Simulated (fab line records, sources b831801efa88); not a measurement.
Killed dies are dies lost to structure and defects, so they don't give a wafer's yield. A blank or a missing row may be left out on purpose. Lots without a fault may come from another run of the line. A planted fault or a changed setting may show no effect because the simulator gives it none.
Which tool did it? | flow gf180mcu | 12 lots, 36 wafers sampled, at 3 steps of a route of 602

WHAT THE GAUGES READ, wafer by wafer
GF_M5_CD_MEAS_07: target cd 280 nm. Usual: cd_nm 279.9 nm, standard deviation 1.3.
lot  | measured     | on        | cd_nm (nm)        | flag
L101 | day 26 03:34 | cd_sem-02 | 279.0 280.6 280.8 |
L102 | day 26 09:12 | cd_sem-02 | 279.3 278.0 279.7 |
L103 | day 27 07:43 | cd_sem-02 | 278.7 280.4 280.2 |
L108 | day 28 13:16 | cd_sem-01 | 280.7 280.6 279.5 |
L109 | day 28 16:58 | cd_sem-02 | 279.4 278.9 279.1 |
L110 | day 29 04:45 | cd_sem-01 | 278.4 278.5 279.7 |
L111 | day 29 11:30 | cd_sem-01 | 280.8 281.5 279.9 |
L113 | day 30 04:39 | cd_sem-02 | 278.0 277.8 277.9 |
L114 | day 30 13:14 | cd_sem-01 | 279.5 280.0 280.1 |
L115 | day 30 20:18 | cd_sem-02 | 280.6 280.2 281.8 |
L118 | day 31 13:44 | cd_sem-02 | 280.6 280.4 282.1 |
L121 | day 32 03:57 | cd_sem-02 | 257.0 219.7 269.9 | OFF

WHICH TOOL RAN EACH LOT (tool, then ch and the chambers of the sampled wafers, then the start)
lot  | GF_MIM_SPUTTER_04            | GF_M5_EXPOSE_04
L101 | pvd_sputter-02, day 24 07:28 | krf_scanner-02 ch 0, day 25 17:14
L102 | pvd_sputter-02, day 24 13:38 | krf_scanner-02 ch 0, day 25 22:33
L103 | pvd_sputter-02, day 25 13:43 | krf_scanner-02 ch 0, day 26 21:19
L108 | pvd_sputter-04, day 26 19:50 | krf_scanner-01 ch 0, day 28 03:31
L109 | pvd_sputter-04, day 27 01:59 | krf_scanner-01 ch 0, day 28 07:49
L110 | pvd_sputter-02, day 27 14:14 | krf_scanner-01 ch 0, day 28 19:48
L111 | pvd_sputter-04, day 27 20:39 | krf_scanner-02 ch 0, day 29 02:22
L113 | pvd_sputter-02, day 28 14:56 | krf_scanner-01 ch 0, day 29 19:51
L114 | pvd_sputter-02, day 28 22:43 | krf_scanner-02 ch 0, day 30 04:22
L115 | pvd_sputter-02, day 29 07:11 | krf_scanner-01 ch 0, day 30 11:34
L118 | pvd_sputter-03, day 30 02:15 | krf_scanner-01 ch 0, day 31 04:59
L121 | pvd_sputter-03, day 30 18:08 | krf_scanner-02 ch 0, day 31 20:13
- GF_MIM_SPUTTER_04: material TiN, target thk 50 nm, time 41.7 s.
- GF_M5_EXPOSE_04: exposes mask Metal5, target cd 280 nm.

WHAT THE TOOLS THEMSELVES READ (means of the sampled wafers that have a number; where no wafer has one, the mark that the record gives instead)
GF_MIM_SPUTTER_04. Usual: throttle_valve_pct 30.5 %, standard deviation 0.95.
lot  | tool           | throttle_valve_pct (%) | flag
L101 | pvd_sputter-02 | 30.6                   |
L102 | pvd_sputter-02 | 31.0                   |
L103 | pvd_sputter-02 | 31.0                   |
L108 | pvd_sputter-04 | 30.8                   |
L109 | pvd_sputter-04 | 30.5                   |
L110 | pvd_sputter-02 | 31.1                   |
L111 | pvd_sputter-04 | 30.4                   |
L113 | pvd_sputter-02 | 30.7                   |
L114 | pvd_sputter-02 | 31.3                   |
L115 | pvd_sputter-02 | 30.4                   |
L118 | pvd_sputter-03 | 30.8                   |
L121 | pvd_sputter-03 | 31.0                   |

GF_M5_EXPOSE_04. Usual: exposure_dose_mJ_cm2 28.108, standard deviation 0.028.
lot  | tool           | exposure_dose_mJ_cm2 | flag
L101 | krf_scanner-02 | 28.143               |
L102 | krf_scanner-02 | 28.114               |
L103 | krf_scanner-02 | 28.085               |
L108 | krf_scanner-01 | 28.133               |
L109 | krf_scanner-01 | 28.111               |
L110 | krf_scanner-01 | 28.114               |
L111 | krf_scanner-02 | 28.105               |
L113 | krf_scanner-01 | 28.082               |
L114 | krf_scanner-02 | 28.072               |
L115 | krf_scanner-01 | 28.128               |
L118 | krf_scanner-01 | 28.119               |
L121 | krf_scanner-02 | 26.560               | OFF

THE ANSWER, worked out from the rows above alone
Rule: a lot is off if the mean of its wafers that have a number lies more than 3 standard deviations from the usual mean. A lot without any number at a reading at which 4 lots or more have one is off too. The other lots that the step has rows for count as sound. The gauges are gone through in route order, then the tools' own readings, and for those a lot's mean is taken as printed above. The first step at which some lot is off is used, and at that step the reading that is off furthest; a lot without a number counts as furthest.
Off: L121, at GF_M5_CD_MEAS_07 (cd_nm).
A tool fits if, at a process step before that reading, it ran every lot that is off, and no sound lot after the first of them. The gauges at GF_M5_CD_MEAS_07 aren't tried: what is off there is off at GF_M5_EXPOSE_04 too, on other tools, and a gauge's error can't cause that. Can't be told from this: 2 tools fit, pvd_sputter-03 at GF_MIM_SPUTTER_04, krf_scanner-02 at GF_M5_EXPOSE_04.

WHAT THE SIMULATOR HAD PUT IN
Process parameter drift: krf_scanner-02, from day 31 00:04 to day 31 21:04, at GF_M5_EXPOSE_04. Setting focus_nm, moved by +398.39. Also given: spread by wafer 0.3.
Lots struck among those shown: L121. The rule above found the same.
